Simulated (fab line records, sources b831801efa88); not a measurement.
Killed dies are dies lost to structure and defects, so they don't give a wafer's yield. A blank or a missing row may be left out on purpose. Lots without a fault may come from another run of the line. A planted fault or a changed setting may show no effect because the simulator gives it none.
fab line records | flow sfq_line | part 2 of 2: steps 28 to 40 of 40
record lots=5 wafers=15 last_day=79
route steps=325 shown L0@13 L0V@16 M0@28 I0@43
lots that met no fault: from a run of the same line without faults
start_h: hours from the record's first day to the start of the lot's first wafer shown | wait_h: hours since the lot's step before | " the same as in the row above | L1.1+2: a row that stands for several wafers | - no value, or no start given | * or withheld: withheld | < > ~ a bound
route shown NAME@n: a module of which the file shows steps, and the number in the route of the first | usual: mean/standard deviation of fault-free wafers | same: alike in all rows | chamber/n: place in a boat | sites: the reading at each site | _std_site: their standard deviation | _edge_site: outer sites' mean less inner sites' | radius_mm: how far each site lies from the wafer's centre | mask NAME#n: copy n | behind: the tool/chamber that last shaped the wafer | hold: why the lot was held/for how many hours/how that ended | device: the transistor (n, p or np) that didn't switch | end of line: the same wafers' tests at the end of the route | a step without rows: its recipe alone | killed: dies lost to structure and defects at the first sort, not the wafer's yield | map: a wafer's dies, x killed, . not, _ none there
set.NAME: the setting as run; set.NAME@STEP: as run at that earlier step | model.NAME: the simulator's own value behind a step, which no gauge read
lots at some steps of the route; a table a step, a row a wafer
services: from which hour (start_h, from the record's first day; less than 0 if before it) a tool's chamber was out of use, for how many hours, and why
## steps
# step SFQ_TRILAYER_M0_STRIP_STRIP_025
# recipe gas=O2 power_w=200 platen_temp_c=40 overash_fraction=0.65 chemistry=O2 pressure_mtorr=50
# usual drypump_motor_current_A=5.9/0.58 oes_product_au=0.997/0.0082
# columns lot.wafer tool chamber start_h wait_h drypump_motor_current_A oes_product_au rf_hours_counter_h
L076.2 rie_metal-04 1 252.72 0.1 5.1 0.995 80
L076.5 " 0 " " 6.2 1.002 -
L076.6 " 1 " " 5.0 1.005 -
L080.1 rie_metal-02 1 286.32 0.1 6.0 1.011 114
L080.2 " 0 " " 4.8 1.011 1
L080.5 " 1 " " 6.0 1.002 -
L086.1 rie_metal-04 1 327.17 0.1 5.0 1.007 90
L086.2 " 0 " " 6.2 0.992 131
L086.4 " 0 " " 6.2 1.001 -
L089.2 rie_metal-03 1 353.70 0.1 6.4 0.992 5
L089.3 " 0 " " 6.3 0.986 -
L089.5 " 1 " " 6.5 0.995 -
L091.1 rie_metal-04 0 369.30 0.1 6.2 1.016 138
L091.3 " 0 " " 6.2 1.006 -
L091.5 " 0 " " 6.2 1.007 -
# step SFQ_TRILAYER_M0_STRIP_SOLV_CLEAN_026
# recipe chemistry=NMP temp_c=70 time_s=600
# columns lot.wafer tool chamber start_h wait_h
L076.2+5+6 wet_bench-03 3,0,7 253.32 0.4
L080.1+2+5 wet_bench-03 7,1,6 286.92 0.4
L086.1+2+4 wet_bench-01 2,0,4 327.77 0.4
L089.2+3+5 wet_bench-02 7,1,2 354.30 0.4
L091.1+3+5 wet_bench-01 6,5,1 369.90 0.4
# step SFQ_TRILAYER_I0_DEP_PECVD_027
# recipe material=SiO2 temp_c=150 time_s=111.11 pressure_torr=2.4 rf_w=183.3 precursor=SiH4/N2O target_thk_nm=500
# usual heater_power_w=85/18 throttle_valve_pct=24.4/0.79
# columns lot.wafer tool chamber start_h wait_h heater_power_w throttle_valve_pct
L076.2 pecvd-02 2 253.50 0.0 71 24.0
L076.5 " 1 " " 77 25.4
L076.6 " 2 " " 77 23.6
L080.1 pecvd-02 2 287.10 0.0 82 23.9
L080.2 " 1 " " 80 25.6
L080.5 " 1 " " 83 25.3
L086.1 pecvd-04 0 327.95 0.0 49 24.6
L086.2 " 1 " " 131 23.9
L086.4 " 0 " " 52 24.5
L089.2 pecvd-04 0 354.47 0.0 61 24.5
L089.3 " 1 " " 116 24.5
L089.5 " 2 " " 110 23.7
L091.1 pecvd-02 0 370.07 0.0 87 25.0
L091.3 " 2 " " 82 23.8
L091.5 " 0 " " 88 25.0
# step SFQ_TRILAYER_I0_CMP_CMP_028
# recipe material=SiO2 down_force_psi=3 platen_rpm=60 pad_velocity_m_s=0.94248
# usual motor_current_A=9.9/0.89 time_to_endpoint_s=217/8.3
# columns lot.wafer tool chamber start_h wait_h motor_current_A time_to_endpoint_s
L076.2 cmp-02 1 255.50 2.0 8.7 215
L076.6 " 2 " " 10.7 207
L076.5 " 3 " " 9.6 223
L080.1 cmp-02 2 298.84 11.7 10.3 206
L080.2 " 3 " " 9.9 222
L080.5 " 1 300.34 13.2 9.1 226
L086.2 cmp-02 2 333.08 5.1 10.5 207
L086.1 " 0 334.08 6.1 9.3 206
L086.4 " 1 " " 8.9 233
L089.3 cmp-02 0 354.55 0.0 9.4 217
L089.2 " 3 356.05 1.5 10.3 217
L089.5 " 0 " " 9.3 216
L091.3 cmp-02 0 371.15 1.0 9.4 210
L091.1 " 1 " " 9.1 222
L091.5 " 3 372.65 2.5 9.9 232
# step SFQ_I0_BOW_MEAS_907
# recipe mode=bow
# usual I0_BOW=3/6.3
# columns lot.wafer tool chamber start_h wait_h I0_BOW[um]
L076.2 film_metro-04 - 257.02 1.0 -4
L076.5 " - " " 3
L076.6 " - " " 1
L080.1 film_metro-03 - 300.84 1.5 -3
L080.2 " - " " -4
L080.5 " - " " -1
L086.1 film_metro-02 - 336.08 1.5 5
L086.2 " - " " -1
L086.4 " - " " 7
L089.2 film_metro-03 - 357.57 1.0 9
L089.3 " - " " 4
L089.5 " - " " 10
L091.1 film_metro-02 - 373.15 1.0 -4
L091.3 " - " " -7
L091.5 " - " " -2
# step SFQ_TRILAYER_I0_METRO_MEASURE_029
# usual thk_nm=200.0/1.3
# columns lot.wafer tool chamber start_h wait_h thk_nm
L076.2 film_metro-04 - 257.32 0.3 201.0
L076.5 " - " " 201.2
L076.6 " - " " 200.5
L080.1 film_metro-03 - 300.96 0.1 198.9
L080.2 " - " " 200.0
L080.5 " - " " 201.5
L086.1 film_metro-02 - 336.20 0.1 199.8
L086.2 " - " " 199.3
L086.4 " - " " 200.3
L089.2 film_metro-03 - 357.87 0.3 200.9
L089.3 " - " " 199.4
L089.5 " - " " 199.0
L091.1 film_metro-02 - 373.27 0.1 203.3
L091.3 " - " " 200.0
L091.5 " - " " 201.5
# step SFQ_TRILAYER_I0_VIA_LITHO_COAT_036
# recipe resist=BARC spin_rpm=3000 resist_thk_nm=62
# columns lot.wafer tool chamber start_h wait_h
L076.2+5+6 litho_track-01 0 258.37 0.8
L080.1+2+5 litho_track-04 0 302.16 1.0
L086.1+2+4 litho_track-01 0 337.40 1.0
L089.2+3+5 litho_track-01 0 358.92 0.8
L091.1+3+5 litho_track-01 0 374.47 1.0
# step SFQ_TRILAYER_I0_VIA_LITHO_COAT_031
# recipe resist=KrF spin_rpm=3000 resist_thk_nm=650
# columns lot.wafer tool chamber start_h wait_h
L076.2+5+6 litho_track-01 0 258.67 0.2
L080.1+2+5 litho_track-04 0 302.46 0.2
L086.1+2+4 litho_track-01 0 337.70 0.2
L089.2+3+5 litho_track-01 0 359.22 0.2
L091.1+3+5 litho_track-01 0 374.77 0.2
# step SFQ_TRILAYER_I0_VIA_LITHO_SOFTBAKE_035
# recipe temp_c=withheld time_s=withheld resist=KrF
# columns lot.wafer tool chamber start_h wait_h
L076.2+5+6 litho_track-01 0 258.95 0.2
L080.1+2+5 litho_track-04 0 302.76 0.2
L086.1+2+4 litho_track-01 0 338.00 0.2
L089.2+3+5 litho_track-01 0 359.50 0.2
L091.1+3+5 litho_track-01 0 375.07 0.2
# step SFQ_TRILAYER_I0_VIA_LITHO_EXPOSE_032
# recipe mask_id=I0 na=0.6 source_shape=conventional sigma_outer=0.65 target_cd_nm=500 dose_mj=21.3
# usual exposure_dose_mJ_cm2=21.303/0.019 focus_offset_nm=-0.1/0.57
# columns lot.wafer tool chamber start_h wait_h mask exposure_dose_mJ_cm2 focus_offset_nm
L076.2 krf_scanner-02 0 366.58 - I0#0 21.329 0.7
L076.5 " 0 " " I0#0 21.297 0.8
L076.6 " 0 " " I0#0 21.284 -0.2
L080.1 krf_scanner-02 0 429.00 - I0#0 21.309 0.7
L080.2 " 0 " " I0#0 21.318 0.4
L080.5 " 0 " " I0#0 21.309 0.4
L086.1 krf_scanner-01 0 480.65 - I0#0 21.285 -0.9
L086.2 " 0 " " I0#0 21.289 -0.5
L086.4 " 0 " " I0#0 21.283 0.3
L089.2 krf_scanner-01 0 504.85 - I0#0 21.293 0.7
L089.3 " 0 " " I0#0 21.296 0.3
L089.5 " 0 " " I0#0 21.281 0.1
L091.1 krf_scanner-02 0 521.58 - I0#0 21.299 -0.3
L091.3 " 0 " " I0#0 21.307 0.4
L091.5 " 0 " " I0#0 21.296 0.6
# step SFQ_TRILAYER_I0_VIA_LITHO_PEB_034
# recipe peb_temp_c=115 peb_time_s=60 resist=KrF
# columns lot.wafer tool chamber start_h wait_h
L076.2+5+6 litho_track-04 0 367.60 0.8
L080.1+2+5 litho_track-01 0 430.20 1.0
L086.1+2+4 litho_track-01 0 481.85 1.0
L089.2+3+5 litho_track-01 0 505.88 0.8
L091.1+3+5 litho_track-04 0 522.78 1.0
# step SFQ_TRILAYER_I0_VIA_LITHO_DEVELOP_033
# recipe time_s=60 resist=KrF
# columns lot.wafer tool chamber start_h wait_h
L076.2+5+6 litho_track-04 0 367.75 0.1
L080.1+2+5 litho_track-01 0 430.35 0.1
L086.1+2+4 litho_track-01 0 482.00 0.1
L089.2+3+5 litho_track-01 0 506.03 0.1
L091.1+3+5 litho_track-04 0 522.93 0.1
# step SFQ_I0_OVL_MEAS_908
# usual I0_OVL=-3/4.9
# columns lot.wafer tool chamber start_h wait_h I0_OVL[nm]
L076.2 overlay-02 - 367.88 0.1 -2
L076.5 " - " " 2
L076.6 " - " " 1
L080.1 overlay-02 - 430.50 0.1 0
L080.2 " - " " -5
L080.5 " - " " 1
L086.1 overlay-02 - 482.15 0.1 -4
L086.2 " - " " -1
L086.4 " - " " -4
L089.2 overlay-01 - 506.16 0.1 -4
L089.3 " - " " 2
L089.5 " - " " 1
L091.1 overlay-01 - 523.08 0.1 8
L091.3 " - " " 2
L091.5 " - " " 0
## services
# columns tool chamber start_h hours kind
rie_metal-03 0 102.60 143.8 repair
krf_scanner-02 - 107.72 1.3 pm
krf_scanner-02 - 110.22 0.8 pm
rie_metal-01 - 112.10 2.8 pm
krf_scanner-02 - 121.77 1.0 pm
krf_scanner-01 - 134.68 1.0 pm
krf_scanner-01 - 174.08 0.8 pm
krf_scanner-02 - 186.91 0.3 repair
krf_scanner-01 - 195.73 0.9 repair
krf_scanner-01 - 216.10 1.3 pm
rie_metal-01 1 216.92 7.1 repair
rie_metal-01 - 235.00 0.5 repair
rie_metal-03 0 273.31 14.8 repair
rie_metal-04 - 275.47 2.8 pm
rie_metal-03 1 282.83 11.1 repair
krf_scanner-01 - 303.80 1.0 pm
krf_scanner-01 - 343.45 0.8 pm
krf_scanner-01 - 346.51 1.6 repair
krf_scanner-01 - 350.81 0.4 repair
rie_metal-01 0 390.42 6.4 repair
krf_scanner-01 - 392.09 1.3 pm
rie_metal-01 - 392.58 1.4 pm
krf_scanner-01 - 472.33 1.0 pm
krf_scanner-01 - 511.85 0.8 pm
